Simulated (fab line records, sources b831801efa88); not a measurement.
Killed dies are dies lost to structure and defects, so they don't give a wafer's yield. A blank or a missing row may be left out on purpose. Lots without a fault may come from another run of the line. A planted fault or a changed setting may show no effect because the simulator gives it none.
Chamber matching | flow gf180mcu | GF_V5_CMP_26 on cmp-01: 4 sister chambers
The step polishes, stops on SiO2, t overpolish 15 s, target thk 0 nm. 8 wafers are shown with their chamber, then 8 later ones without.

WAFERS WITH THEIR CHAMBER
wafer  | chamber | motor_current_A (A) | time_to_endpoint_s (s)
L522.3 | 2       | 10.3                | 86
L523.2 | 1       | 11.6                | 83
L535.2 | 1       | 11.3                | 89
L535.3 | 2       | 10.7                | 90
L536.3 | 3       | 12.7                | 86
L536.4 | 0       | 10.1                | 89
L536.6 | 3       | 13.1                | 89
L537.1 | 0       | 10.0                | 82

WAFERS WITHOUT THEIR CHAMBER
wafer  | motor_current_A (A) | time_to_endpoint_s (s)
L537.3 | 13.5                | 83
L537.4 | 11.0                | 83
L538.1 | 10.3                | 85
L538.2 | 10.1                | 86
L538.3 | 12.5                | 84
L540.2 | 10.5                | 87
L540.3 | 11.6                | 88
L540.6 | 10.9                | 84

WHICH CHAMBER EACH WENT THROUGH
wafer  | from the rows above          | in truth
L537.3 | 3                            | 3
L537.4 | can't be placed: 1 or 2      | 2
L538.1 | can't be placed: 0 or 2      | 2
L538.2 | can't be placed: 0 or 2      | 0
L538.3 | 3                            | 3
L540.2 | can't be placed: 2 or 0      | 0
L540.3 | 1                            | 1
L540.6 | can't be placed: 2 or 1 or 0 | 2
Placed correctly: 3 of 8. Can't be placed from these rows: 5 (the true chamber is among the candidates in 5). Placed wrongly: 0.
How it was worked out, from the rows above alone: a wafer's distance from a chamber is the root of the sum, over the readings, of the square of ((its reading less the chamber's mean) divided by the reading's scatter). The wafer belongs to the nearest chamber; if the next one is less than 2 further off, it can't be placed. A chamber's mean is the mean of its shown wafers. The scatter: the root of (the sum of the squares of (reading less its chamber's mean) over the shown wafers, divided by (wafers less chambers)).
